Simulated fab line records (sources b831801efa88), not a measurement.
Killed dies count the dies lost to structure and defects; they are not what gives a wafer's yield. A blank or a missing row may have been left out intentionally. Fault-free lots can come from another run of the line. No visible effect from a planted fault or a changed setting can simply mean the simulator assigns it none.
A lot that was struck, set against a sound lot || flow gf180mcu || 15 steps out of a route of 602
Sound: the wafers L396.1, L396.3, L396.5. Struck: wafer L400.6. (L400.3, L400.4 of the same lot were not struck and are left out.) The cause comes at the end.
Per side, at each step with rows, come the tool, then ch with its chambers, and then its first start. Under that, the readings that differ: sound wafers || struck wafers || difference of the means || sigmas: that difference in standard deviations of wafers without a fault.
alike: a reading whose means differ by less than 2 such deviations, as well as words and numbers matching on both sides. not compared: withheld readings; readings where some wafer has no value; bounds like >300 that might hide an equal value; numbers whose values overlap and for which the record gives no deviation.
Wherever a step has rows on one side only, a row that says differs or no value, or a row with sigmas, the two part there. When numbers do not overlap yet have no deviation, they are printed without sigmas and do not part them. A reading that every wafer of one side lacks parts them only if that side has two wafers or more.

first, 3 steps without rows for these wafers: GF_M2_STRIP_18 (strips in post etch residue remover, time 1200 s); GF_M2_CLEAN_19 (cleans in DIW); GF_V2_CVD_00 (deposits SiO2, target thk 600 nm, time 100 s).
GF_V2_THK_MEAS_01:
  sound: film_metro-01 at day 24 11:16; struck: film_metro-04 at day 25 16:17
  alike: V2_CVD_00_THK
GF_V2_CVD_02: deposits SiO2 from TEOS, target thk 850 nm, time 94.851 s.
  sound on pecvd-04 ch 0,2, day 24 11:19; struck on pecvd-02 ch 2, day 25 16:19
{"reading": "heater_power_outer_w (W)", "sound": "495 412 439", "struck": 265, "difference": -184, "sigmas": -2}
{"reading": "heater_power_w (W)", "sound": "848 733 755", "struck": 581, "difference": -198, "sigmas": -2}
GF_V2_THK_MEAS_03:
  sound: film_metro-03 at day 24 11:23; struck: film_metro-03 at day 25 16:25
  alike: V2_CVD_02_THK
GF_V2_CMP_04: polishes SiO2.
  sound on cmp-01 ch 0,1,3, day 24 11:33; struck on cmp-02 ch 1, day 25 16:33
{"reading": "platen_rpm (rpm)", "sound": "60.03 59.97 59.96", "struck": 60.08, "difference": "+0.09", "sigmas": "+3"}
  alike: motor_current_A, time_to_endpoint_s
GF_V2_BOW_MEAS_05:
  sound: film_metro-03 at day 24 11:45; struck: film_metro-04 at day 25 16:47
  alike: V2_BOW
then, 4 steps without rows for these wafers: GF_V2_DEHYDRATE_06 (time 60 s); GF_V2_HMDS_07 (prime time 60 s); GF_V2_COAT_08; GF_V2_COAT_09 (resist thk 1000 nm).
GF_V2_SOFTBAKE_10: time 60 s.
  sound on litho_track-02 ch 0, day 24 22:00; struck on litho_track-04 ch 0, day 26 03:00
{"reading": "heater_power_total_W (W)", "sound": "93.11 92.98 93.06", "struck": 96.31, "difference": "+3.26", "sigmas": "+53"}
{"reading": "run_length_s (s)", "sound": "88.78 88.70 88.64", "struck": 83.31, "difference": -5.40, "sigmas": -22}
  alike: chill_plate_temp_C
then, 1 step without rows for these wafers: GF_V2_EXPOSE_11 (exposes mask Via2, target cd 260 nm).
GF_PASSIVATION_PROBE_99:
  the record has rows for the sound wafers here (prober-02, day 32 22:20) and none for the struck ones

WHERE THEY PART
First at GF_V2_CVD_02; last, within this record, at GF_PASSIVATION_PROBE_99.

WHY: whatever the simulator had introduced
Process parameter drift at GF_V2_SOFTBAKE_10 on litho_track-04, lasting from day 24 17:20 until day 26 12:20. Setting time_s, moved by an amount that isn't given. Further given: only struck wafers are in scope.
